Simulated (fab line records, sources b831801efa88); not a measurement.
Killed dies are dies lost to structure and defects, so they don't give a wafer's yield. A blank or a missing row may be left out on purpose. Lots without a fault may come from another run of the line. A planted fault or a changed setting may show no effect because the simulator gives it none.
One fault seen from 2 desks | flow sky130 | each desk has only its own numbers; what lay behind them comes last

THE TOOL OWNER'S DESK: implanter-04
The tool's own readings at SKY_GATE_OXIDE_IMPLANT_11: means of the sampled wafers that have a number, for each lot that ran on this tool. A lot is out of limits, marked OUT, if its mean lies more than 4 standard deviations from the usual mean; the brackets give that distance.
Columns: A = beam_on_s at SKY_GATE_OXIDE_IMPLANT_11, usual 10.05 s; B = dose_ions_cm2 at SKY_GATE_OXIDE_IMPLANT_11, usual 2.6008e+12
lot  | first seen here | A     | B
L276 | day 16 23:12    | 10.17 | 2.5971e+12
L288 | day 20 19:33    | 10.03 | 2.6027e+12
This desk's finding: nothing out of limits on any of the 2 lots.

THE METROLOGY DESK
What the gauges read, lot by lot, whatever tool the lot ran on: means of the sampled wafers that have a number. A lot is out of limits, marked OUT, if its mean lies more than 4 standard deviations from the usual mean; the brackets give that distance.
Columns: A = GATE_OXIDE_OXIDATION_00_THK at SKY_GATE_OXIDE_THK_MEAS_02, usual 10.22 nm; B = GATE_OXIDE_OVL at SKY_GATE_OXIDE_OVL_MEAS_10, usual -0.8 nm; C = GATE_OXIDE_TW at SKY_GATE_OXIDE_TW_MEAS_14, usual 225.2; D = POLY_GATE_CVD_00_THK at SKY_POLY_GATE_THK_MEAS_01, usual 178.8 nm; E = POLY_GATE_TW at SKY_RES_PROTECT_TW_MEAS_08, usual 4046; F = POLY_GATE_CVD_03_THK at SKY_POLY_GATE_THK_MEAS_04, usual 75.4 nm; G = cd_nm at SKY_POLY_GATE_CD_MEAS_13, usual 149.2 nm
lot  | first seen here | A     | B    | C     | D     | E    | F    | G
L270 | day 13 17:16    | 10.28 | -0.2 | 226.6 | 180.1 | 3983 | 75.7 | 150.2
L276 | day 15 19:08    | 10.13 | 0.0  | 224.6 | 177.8 | 4046 | 75.5 | 147.8
L278 | day 16 09:07    | 10.16 | 0.7  | 224.7 | 178.3 | 4076 | 75.5 | 150.9
L288 | day 19 13:02    | 10.29 | -1.1 | 225.1 | 177.0 | 4105 | 74.7 | 147.7
L290 | day 20 14:36    | 10.39 | 0.1  | 226.5 | 179.0 | 4049 | 74.0 | 146.9
This desk's finding: nothing out of limits on any of the 5 lots.

PUT TOGETHER
The tool owner's desk saw nothing out of limits.
The metrology desk saw nothing out of limits.

WHAT THE SIMULATOR HAD PUT IN
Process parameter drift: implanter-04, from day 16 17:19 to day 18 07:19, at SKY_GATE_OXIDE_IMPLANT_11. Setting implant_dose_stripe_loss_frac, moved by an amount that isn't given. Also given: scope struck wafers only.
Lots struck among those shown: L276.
